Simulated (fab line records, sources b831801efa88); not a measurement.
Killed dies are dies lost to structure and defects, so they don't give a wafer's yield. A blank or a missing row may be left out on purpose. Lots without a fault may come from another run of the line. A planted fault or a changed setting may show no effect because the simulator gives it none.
Problem report in the 8D (eight disciplines) form, filled by code | flow gf180mcu | the parts of the form that need people (team, actions taken, sign-off) are left out

1. THE PROBLEM
oes_product_au at GF_V5_ETCH_17 reads a mean of 0.374 a.u. on 9 wafers of 3 lots; wafers without a fault read 0.859 a.u. with a standard deviation of 0.0045. That is -99 or more standard deviations from the usual mean.
The step: etches SiO2 in C4F8/O2/Ar, stops on TiN, target depth 855 nm.
The step gives no start for some of these wafers. The record holds 45 wafers of 15 lots with a number at this step. Rule for "out", or "out of limits": more than 4 standard deviations from the usual mean. The other wafers with a number count as sound.

2. WHAT IT IS AND WHAT IT IS NOT
question                    | is                     | is not
which readings at this step | oes_product_au         | bias_w, chamber_pressure_mTorr
which lots                  | L508, L509, L510       | L493, L494, L496, L497, L499, L500, L501, L502, L512, L513, L514, L515
which wafers of those lots  | all that have a number | -
read on which tools         | rie_diel-02            | rie_diel-01, rie_diel-03

3. SUSPECTS, AND WHAT RULES EACH OUT
Counting: a tool at a process step up to the reading stays a suspect if it ran every lot that is out and no sound lot after the first of them.
- rie_diel-02 at GF_V5_ETCH_16 (etches BARC in N2/H2): ruled out as a lasting fault. Sound lots L512, L514 ran on it after its first lot that is out, L508 (day 32 04:03).
- rie_diel-02 at GF_V5_ETCH_17 (etches SiO2 in C4F8/O2/Ar, stops on TiN, target depth 855 nm): ruled out as a lasting fault. Sound lots L512, L514 ran on it after its first lot that is out, L508 (day 32 04:12). GF_V5_ETCH_17 gives no start for some lots, so the hours and the order of its lots are those of GF_V5_STRIP_18.
Left after counting: nothing in the record.

4. THE CAUSE (what the simulator had put in)
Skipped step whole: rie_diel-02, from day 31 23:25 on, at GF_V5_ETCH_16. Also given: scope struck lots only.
Counting ruled it out, wrongly.

5. THE CHAIN OF EFFECTS, in route order
Each row: a reading whose mean over the struck wafers that have a number lies more than 3 standard deviations from the usual. Only readings for which the record gives a usual standard deviation are gone through. hours: the time from each lot's start at the first step in this table that gives one to its start at this step, as a median over the lots. sigmas: the change in usual standard deviations.
hours | step           | reading        | usual      | on struck wafers | change | sigmas
-     | GF_V5_ETCH_17  | oes_product_au | 0.859 a.u. | 0.374            | -0.485 | -99 or more
0     | GF_V5_STRIP_18 | oes_product_au | 0.569 a.u. | 0.586            | +0.017 | +3.8
The process steps in it:
- GF_V5_ETCH_17: etches SiO2 in C4F8/O2/Ar, stops on TiN, target depth 855 nm.
- GF_V5_STRIP_18: strips in O2/N2.
Readings that are blank on the struck wafers while sound wafers have them: bias_w at GF_V5_ETCH_16; chamber_pressure_mTorr at GF_V5_ETCH_16; drypump_motor_current_A at GF_V5_ETCH_16; h2_flow_sccm at GF_V5_ETCH_16; oes_product_au at GF_V5_ETCH_16; throttle_valve_pct at GF_V5_ETCH_16.

6. WHAT WOULD HAVE CAUGHT IT SOONER
At GF_V5_ETCH_16 the tool's readings are blank on the struck wafers, where sound wafers have them: an empty tool record is the first sign, and it was there at once.
